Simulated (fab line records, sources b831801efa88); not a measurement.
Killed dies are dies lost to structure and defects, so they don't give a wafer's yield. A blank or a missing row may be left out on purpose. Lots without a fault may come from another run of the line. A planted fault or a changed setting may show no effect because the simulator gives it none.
fab line records | flow sky130
record lots=5 wafers=15 last_day=50
route steps=708 shown PWDE@48 NWELL@56 PAD_OPEN@708
lots that met no fault: from a run of the same line without faults
start_h: hours from the record's first day to the start of the lot's first wafer shown | wait_h: hours since the lot's step before | " the same as in the row above | L1.1+2: a row that stands for several wafers | - no value, or no start given | * or withheld: withheld | < > ~ a bound
route shown NAME@n: a module of which the file shows steps, and the number in the route of the first | usual: mean/standard deviation of fault-free wafers | same: alike in all rows | chamber/n: place in a boat | sites: the reading at each site | _std_site: their standard deviation | _edge_site: outer sites' mean less inner sites' | radius_mm: how far each site lies from the wafer's centre | mask NAME#n: copy n | behind: the tool/chamber that last shaped the wafer | hold: why the lot was held/for how many hours/how that ended | device: the transistor (n, p or np) that didn't switch | end of line: the same wafers' tests at the end of the route | a step without rows: its recipe alone | killed: dies lost to structure and defects at the first sort, not the wafer's yield | map: a wafer's dies, x killed, . not, _ none there
set.NAME: the setting as run; set.NAME@STEP: as run at that earlier step | model.NAME: the simulator's own value behind a step, which no gauge read
lots at some steps of the route; a table a step, a row a wafer
services: from which hour (start_h, from the record's first day; less than 0 if before it) a tool's chamber was out of use, for how many hours, and why
## steps
# step SKY_PWDE_SOFTBAKE_03
# recipe temp_c=110 time_s=withheld
# step SKY_PWDE_EXPOSE_04
# recipe mask_id=PWDEM na=0.6 source_shape=conventional sigma_outer=0.6 polarization=unpolarized target_cd_nm=840 dose_mj=214
# step SKY_PWDE_PEB_05
# recipe temp_c=115 time_s=withheld
# step SKY_PWDE_DEVELOP_06
# recipe wall_angle_deg=90 developer=TMAH develop_time_s=60 dev_temp_c=23
# step SKY_PWDE_OVL_MEAS_07
# usual PWDE_OVL=1.5/1.6
# columns lot.wafer tool chamber start_h wait_h PWDE_OVL[nm]
L960.1 overlay-02 - 75.69 - 3.0
L960.2 " - " " 3.1
L960.4 " - " " 4.1
L962.2 overlay-01 - 86.77 - 0.9
L962.3 " - " " 2.7
L962.5 " - " " 2.6
L971.1 overlay-01 - 136.66 - 4.7
L971.4 " - " " 2.0
L971.6 " - " " 3.0
L981.1 overlay-02 - 194.71 - 0.3
L981.2 " - " " -1.6
L981.6 " - " " 0.1
L982.3 overlay-01 - 200.35 - -0.7
L982.4 " - " " -2.0
L982.5 " - " " 0.5
# step SKY_PWDE_IMPLANT_08
# recipe species=B energy_kev=150 dose_cm2=3.6e+12 tilt_deg=withheld
# step SKY_PWDE_STRIP_09
# recipe chemistry=O2/N2 power_w=1400 pressure_mtorr=1500 platen_temp_c=withheld o2_flow_sccm=3000 n2_flow_sccm=300 overash_fraction=0.5
# usual drypump_motor_current_A=5.6/0.41 oes_product_au=0.722/0.0042 strip_time_to_endpoint_s=36.95/0.099
# columns lot.wafer tool chamber start_h wait_h drypump_motor_current_A oes_product_au rf_hours_counter_h strip_time_to_endpoint_s
L960.1 plasma_asher-04 1 75.88 0.1 5.8 0.724 39 36.83
L960.2 " 0 " " 5.6 0.716 39 36.88
L960.4 " 0 " " 5.6 0.718 - 36.87
L962.2 plasma_asher-04 1 86.95 0.1 5.8 0.712 40 36.97
L962.3 " 0 " " 5.6 0.725 - 36.98
L962.5 " 1 " " 5.8 0.719 - 36.96
L971.1 plasma_asher-03 0 136.85 0.1 6.3 0.725 47 36.93
L971.4 " 1 " " 4.9 0.719 - 37.07
L971.6 " 0 " " 6.3 0.722 - 36.98
L981.1 plasma_asher-01 1 194.90 0.1 5.8 0.724 39 37.05
L981.2 " 0 " " 5.2 0.720 39 37.06
L981.6 " 0 " " 5.2 0.720 - 36.96
L982.3 plasma_asher-03 0 200.56 0.1 6.3 0.727 - 37.03
L982.4 " 1 " " 4.9 0.717 - 36.92
L982.5 " 1 " " 4.9 0.723 - 36.96
# step SKY_PWDE_TW_MEAS_10
# usual PWDE_TW=373.1/1.8
# columns lot.wafer tool chamber start_h wait_h PWDE_TW
L960.1 film_metro-01 - 75.98 0.1 372.0
L960.2 " - " " 371.5
L960.4 " - " " 371.8
L962.2 film_metro-01 - 87.06 0.1 370.8
L962.3 " - " " 371.5
L962.5 " - " " 371.2
L971.1 film_metro-01 - 136.95 0.1 370.0
L971.4 " - " " 372.0
L971.6 " - " " 369.7
L981.1 film_metro-03 - 195.00 0.1 370.9
L981.2 " - " " 370.4
L981.6 " - " " 371.3
L982.3 film_metro-03 - 200.65 0.1 371.1
L982.4 " - " " 373.5
L982.5 " - " " 371.4
# step SKY_NWELL_DEHYDRATE_03
# recipe temp_c=200 time_s=60
# step SKY_NWELL_HMDS_04
# recipe prime_time_s=60 prime_temp_c=120
# step SKY_NWELL_COAT_05
# recipe spin_rpm=2000 resist_thk_nm=3000
# step SKY_NWELL_SOFTBAKE_06
# recipe temp_c=110 time_s=withheld
# step SKY_NWELL_EXPOSE_07
# recipe mask_id=NWM na=0.6 source_shape=conventional sigma_outer=0.6 polarization=unpolarized target_cd_nm=840 dose_mj=255
# columns lot.wafer tool chamber start_h wait_h mask
L960.1+2+4 iline_stepper-02 0 84.21 - NWM#0
L962.2+3+5 iline_stepper-01 0 95.30 - NWM#0
L971.1+4+6 iline_stepper-02 0 146.23 - NWM_R1#0
L981.1+2+6 iline_stepper-01 0 205.78 - NWM#0
L982.3+4+5 iline_stepper-02 0 211.14 - NWM#0
# step SKY_NWELL_PEB_08
# recipe temp_c=115 time_s=withheld
# step SKY_PAD_OPEN_PROBE_99
# usual killed_at_M0_to_M3=43/6.8 killed_at_M4_up=3.2/1.8 killed_at_contacts=24/5.2 killed_at_front_end=15/4.2 killed_at_other=0.4/0.62 killed_dies=85/8.7 killed_open=46/6.7 killed_short=39/5.9
# same gross_dies=492 killed_at_back_side=0
# columns lot.wafer tool chamber start_h wait_h killed_at_M0_to_M3 killed_at_M4_up killed_at_contacts killed_at_front_end killed_at_other killed_dies killed_open killed_short model.etest.res_nwell.width_nm model.etest.res_iso_pwell.width_nm
L960.1 prober-02 - 1078.96 0.1 58 4 20 7 0 89 52 37 845 2644
L960.2 prober-02 - 1079.01 0.1 38 0 30 12 0 80 37 43 838.7 2656
L960.4 prober-02 - 1079.11 0.2 30 1 25 17 0 73 38 35 835.8 2644
L962.2 prober-01 - 1093.04 0.1 39 2 20 11 0 72 41 31 842.6 2647
L962.3 prober-01 - 1093.09 0.2 44 4 23 20 0 91 49 42 841.7 2647
L962.5 prober-01 - 1093.19 0.2 46 3 28 20 0 97 48 49 841.7 2654
L971.1 prober-01 - 1139.70 0.1 49 2 27 18 2 98 60 37 801.8 2668
L971.4 prober-01 - 1139.85 0.2 49 5 26 20 0 100 57 43 795.4 2654
L971.6 prober-01 - 1139.95 0.2 38 4 20 20 0 82 44 38 808.3 2653
L981.1 prober-02 - 1190.63 0.1 51 1 21 9 1 83 44 38 833.4 2637
L981.2 prober-02 - 1190.68 0.1 50 3 32 14 1 100 52 47 831.5 2634
L981.6 prober-02 - 1190.88 0.2 42 4 26 11 0 83 42 39 832 2641
L982.3 prober-01 - 1191.26 0.2 45 1 20 17 1 84 51 32 851.9 2627
L982.4 prober-01 - 1191.31 0.2 48 5 18 10 0 81 47 34 848.4 2641
L982.5 prober-01 - 1191.36 0.2 27 1 19 17 1 65 37 27 849.9 2649
# killed by level:class
L960.1 VIA1:geometric_particle:open=13 CONTACT:geometric_particle:open=8 METAL2:geometric_particle:short=8 VIA3:geometric_particle:open=8 VIA1:geometric_particle:short=7 VIA2:geometric_particle:open=6 VIA3:geometric_particle:short=5 LI_CONTACT:geometric_particle:open=4
L960.2 CONTACT:geometric_particle:open=10 CONTACT:geometric_particle:short=9 VIA1:geometric_particle:open=9 VIA1:geometric_particle:short=7 METAL2:geometric_particle:short=5 LOCAL_INTERCONNECT:geometric_particle:short=4 POLY_GATE:geometric_particle:open=4 VIA2:geometric_particle:short=4
L960.4 CONTACT:geometric_particle:open=11 VIA1:geometric_particle:open=7 FIELD_ISO:geometric_particle:open=6 LI_CONTACT:geometric_particle:open=6 VIA1:geometric_particle:short=5 METAL1:geometric_particle:short=4 VIA3:geometric_particle:open=4 FIELD_ISO:geometric_particle:short=3
L962.2 VIA2:geometric_particle:open=9 VIA1:geometric_particle:open=8 LOCAL_INTERCONNECT:geometric_particle:short=6 CONTACT:geometric_particle:open=6 METAL2:geometric_particle:short=6 FIELD_ISO:geometric_particle:open=5 VIA3:geometric_particle:open=5 LI_CONTACT:geometric_particle:open=4
L962.3 CONTACT:geometric_particle:open=15 VIA1:geometric_particle:open=9 POLY_GATE:geometric_particle:short=8 VIA3:geometric_particle:open=7 FIELD_ISO:geometric_particle:short=6 METAL2:geometric_particle:short=6 VIA2:geometric_particle:open=5 METAL3:geometric_particle:short=4
L962.5 VIA1:geometric_particle:open=14 POLY_GATE:geometric_particle:open=8 LOCAL_INTERCONNECT:geometric_particle:short=6 CONTACT:geometric_particle:open=6 VIA2:geometric_particle:open=6 VIA3:geometric_particle:short=6 LI_CONTACT:geometric_particle:open=5 CONTACT:geometric_particle:short=5
L971.1 CONTACT:geometric_particle:open=12 LI_CONTACT:geometric_particle:open=10 VIA1:geometric_particle:open=9 VIA3:geometric_particle:open=9 METAL2:geometric_particle:short=6 METAL1:geometric_particle:short=5 VIA2:geometric_particle:open=5 FIELD_ISO:geometric_particle:open=4
L971.4 VIA1:geometric_particle:open=15 CONTACT:geometric_particle:open=10 LI_CONTACT:geometric_particle:open=9 FIELD_ISO:geometric_particle:open=8 METAL2:geometric_particle:short=6 FIELD_ISO:geometric_particle:short=5 VIA1:geometric_particle:short=5 VIA2:geometric_particle:short=5
L971.6 VIA3:geometric_particle:open=9 POLY_GATE:geometric_particle:open=7 CONTACT:geometric_particle:open=7 FIELD_ISO:geometric_particle:short=6 CONTACT:geometric_particle:short=6 LI_CONTACT:geometric_particle:open=5 VIA1:geometric_particle:short=5 VIA1:geometric_particle:open=5
L981.1 VIA1:geometric_particle:open=11 METAL2:geometric_particle:short=9 CONTACT:geometric_particle:open=7 LOCAL_INTERCONNECT:geometric_particle:short=6 VIA1:geometric_particle:short=6 METAL3:geometric_particle:short=6 VIA2:geometric_particle:open=5 VIA3:geometric_particle:open=5
L981.2 VIA1:geometric_particle:open=10 CONTACT:geometric_particle:open=9 METAL2:geometric_particle:short=9 LI_CONTACT:geometric_particle:open=7 VIA2:geometric_particle:open=7 LI_CONTACT:geometric_particle:short=5 LOCAL_INTERCONNECT:geometric_particle:short=5 CONTACT:geometric_particle:short=5
L981.6 CONTACT:geometric_particle:open=9 VIA2:geometric_particle:open=6 LOCAL_INTERCONNECT:geometric_particle:short=6 VIA1:geometric_particle:open=6 METAL2:geometric_particle:short=6 VIA3:geometric_particle:open=6 METAL4:geometric_particle:short=4 LOCAL_INTERCONNECT:geometric_particle:open=4
L982.3 CONTACT:geometric_particle:open=12 VIA3:geometric_particle:open=10 VIA2:geometric_particle:open=7 VIA1:geometric_particle:open=7 FIELD_ISO:geometric_particle:short=5 FIELD_ISO:geometric_particle:open=4 LI_CONTACT:geometric_particle:open=4 VIA2:geometric_particle:short=4
L982.4 VIA3:geometric_particle:open=10 VIA1:geometric_particle:open=9 VIA2:geometric_particle:open=9 CONTACT:geometric_particle:open=8 LI_CONTACT:geometric_particle:open=6 FIELD_ISO:geometric_particle:short=5 METAL4:geometric_particle:short=5 VIA1:geometric_particle:short=4
L982.5 LI_CONTACT:geometric_particle:open=10 VIA2:geometric_particle:open=6 CONTACT:geometric_particle:short=4 VIA1:geometric_particle:open=4 VIA3:geometric_particle:open=4 FIELD_ISO:geometric_particle:short=3 POLY_GATE:geometric_particle:short=3 SPACER:geometric_particle:open=3
## services
# columns tool chamber start_h hours kind
iline_stepper-02 0 52.53 - calibration
iline_stepper-02 - 58.71 1.7 pm
iline_stepper-01 - 71.08 1.4 repair
iline_stepper-01 - 79.56 1.7 pm
iline_stepper-01 - 82.06 8.2 repair
plasma_asher-04 - 108.75 9.0 pm
plasma_asher-04 0 108.75 9.0 vent_cycle
plasma_asher-04 1 108.75 9.0 vent_cycle
plasma_asher-04 0 117.75 - clean
plasma_asher-04 1 117.75 - clean
plasma_asher-04 - 141.71 4.5 repair
iline_stepper-02 - 164.18 1.0 repair
plasma_asher-03 - 170.99 1.3 repair
plasma_asher-04 - 195.30 4.3 repair
iline_stepper-01 0 197.88 - calibration
## key
first_sign step=SKY_NWELL_EXPOSE_07 reading=mask direction=changed
effect none on later readings
model_effect step=SKY_PAD_OPEN_PROBE_99 value=etest.res_nwell.width_nm without=843.8 struck=801.8
met_at SKY_NWELL_EXPOSE_07
struck_wafers L971.1,L971.4,L971.6
tester_left_out L971
onset_between 84.21 146.23
fault kind=wrong_mask tool=any chamber=- onset_h=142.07 steps=SKY_NWELL_EXPOSE_07 aux_copy=NWM_R1#0 cd_offset_nm=-42 scope=struck_lots_only
# tester_left_out: of these lots the tester's yield and bins aren't shown, on N5 and GAA mostly nor the transistor test; their killed dies are dies lost to structure and defects alone, not to doping, threshold or leakage, so they don't give the yield
